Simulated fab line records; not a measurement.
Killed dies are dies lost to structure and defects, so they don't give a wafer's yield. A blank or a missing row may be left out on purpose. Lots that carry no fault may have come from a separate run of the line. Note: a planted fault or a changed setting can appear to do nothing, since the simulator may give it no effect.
A struck lot beside a sound one / flow sky130 / 16 out of 708 route steps
Sound: wafers L371.2, L371.5, L371.6. Wafers L372.3, L372.4, L372.6 were the ones struck. At the end, the cause is stated.
Each step with rows lists, per side, the tool, then ch with its chambers, then its first start. Under that, the readings that differ: sound wafers / struck wafers / difference of the means / sigmas: that difference in standard deviations of wafers without a fault.
alike: words and numbers the same on both sides, and readings whose means are apart by under 2 such deviations; not compared: readings that were withheld, readings missing a value for some wafer, numbers with overlapping values and no deviation given by the record, and bounds like >300 which may hide the same value.
A row with sigmas, a row that says differs or no value, or rows on one side alone: a step with any of these is where the two part. Non-overlapping numbers with no deviation appear without sigmas and do not part them. Lack of a reading on every wafer of one side parts them only where that side has two or more wafers.

first, 5 steps without rows for these wafers: SKY_POLY_GATE_COAT_08 (resist thk 450 nm); SKY_POLY_GATE_SOFTBAKE_09 (time 90 s); SKY_POLY_GATE_EXPOSE_10 (exposes mask P1M, target cd 150 nm); SKY_POLY_GATE_PEB_11; SKY_POLY_GATE_DEVELOP_12 (develop time 60 s).
SKY_POLY_GATE_CD_MEAS_13 targets a cd of 150 nm.
  struck on cd-sem-01, day 17 17:07; sound on cd-sem-02, day 16 20:17
reading=cd-nm (nm); sound=153.3 152.3 152.7; struck=150.1 149.9 150.5; difference=-2.6; sigmas=-2
SKY_POLY_GATE_OVL_MEAS_14:
  struck on overlay-02, day 17 17:12; sound on overlay-01, day 16 20:23
  alike: POLY_GATE_OVL
SKY_POLY_GATE_ETCH_15: etches BARC in N2/H2, stops on SiO2, time 118.5 s, target depth 110 nm.
  sound on rie-diel-01 ch 0,1, day 16 20:25; struck on rie-diel-01 ch 0,1,2, day 17 17:13
  alike: drypump-motor-current-A, h2-flow-sccm, oes-product-au, throttle-valve-pct
  not compared: rf-hours-counter-h
SKY_POLY_GATE_ETCH_16: etches Si3N4 in CH3F/O2, stops on poly-Si, time 147.5 s, target depth 75 nm.
  sound on rie-diel-01 ch 0,1, day 16 20:31; struck on rie-diel-01 ch 0,1,2, day 17 17:19
  alike: drypump-motor-current-A, oes-product-au, throttle-valve-pct
  not compared: rf-hours-counter-h
SKY_POLY_GATE_ETCH_17: etches poly-Si in HBr/Cl2, stops on SiO2, target depth 180 nm, time 70.5 s.
  sound on rie-si-02 ch 0,1,3, day 16 20:37; struck on rie-si-01 ch 1,2, day 17 17:25
  alike: HBr_flow_sccm, drypump-motor-current-A, he-backside-leak-sccm, oes-product-au, throttle-valve-pct
  not compared: rf-hours-counter-h
SKY_POLY_GATE_STRIP_18: strips in O2/N2.
  sound on plasma-asher-02 ch 0,1, day 16 20:40; struck on plasma-asher-02 ch 0,1, day 17 17:29
  alike: drypump-motor-current-A, oes-product-au, strip-time-to-endpoint-s
  not compared: rf-hours-counter-h
then, 1 step without rows for these wafers: SKY_POLY_GATE_CLEAN_19 (cleans in SC1/SC2, time 150 s).
SKY_POLY_GATE_OXIDATION_20: stabilise 600 s, purge 300 s, target thk 4 nm.
  sound on furnace-01 ch 0, day 17 05:11; struck on furnace-01 ch 0, day 18 00:45
  alike: zone-power-centre-pct, zone-power-lower-pct
SKY_POLY_GATE_THK_MEAS_21:
  struck on film-metro-02, day 18 02:23; sound on film-metro-02, day 17 06:27
reading=POLY_GATE_OXIDATION_THK (nm); sound=3.93 3.86 3.92; struck=6.26 6.34 6.34; difference=+2.41; sigmas=+33
SKY_POLY_GATE_CD_MEAS_22:
  struck on cd-sem-02, day 18 06:02; sound on cd-sem-01, day 17 06:32
  alike: cd-nm
-- record jumps: 29 days separate the struck wafers' starts on either side; left off in module POLY_GATE, taken up again in module PAD_OPEN, whose first shown step is the route's number 708 --
SKY_PAD_OPEN_PROBE_99:
  struck on prober-02, day 46 19:18; sound on prober-01, day 46 10:40
reading=killed-at-front-end; sound=28 16 23; struck=7 7 15; difference=-13; sigmas=-3
reading=model.etest.tip-sonos.rs-ohm-sq; sound=2556 2536 2572; struck=2965 2982 2972; difference=+418; sigmas=
reading=model.etest.tip-p.rs-ohm-sq; sound=6754 6786 6803; struck=7319 7339 7232; difference=+516; sigmas=
reading=model.etest.pfet_01v8.r-on-ohm-um; sound=2945 2884 2919; struck=3050 2962 3076; difference=+113; sigmas=
reading=model.etest.res-pdiff.line-ohm-um; sound=1344 1365 1347; struck=1465 1473 1487; difference=+123; sigmas=
reading=model.etest.tip-n.rs-ohm-sq; sound=447.8 448.9 449.4; struck=492.5 491.6 491.9; difference=+43.3; sigmas=
reading=model.etest.res-ndiff.line-ohm-um; sound=753.8 761.9 744.9; struck=794.1 818.8 799.8; difference=+50.7; sigmas=
  alike: killed_at_M0_to_M3, killed_at_M4_up, killed-at-contacts, killed-at-other, killed-dies, killed-open, killed-short
  not compared: model.etest.nfet_01v8.r-on-ohm-um, model.etest.sonos-uncharged.r-on-ohm-um

## WHERE THEY PART
Last at SKY_PAD_OPEN_PROBE_99 as far as this record goes, first at SKY_POLY_GATE_CD_MEAS_13.

WHY: what the simulator had put in
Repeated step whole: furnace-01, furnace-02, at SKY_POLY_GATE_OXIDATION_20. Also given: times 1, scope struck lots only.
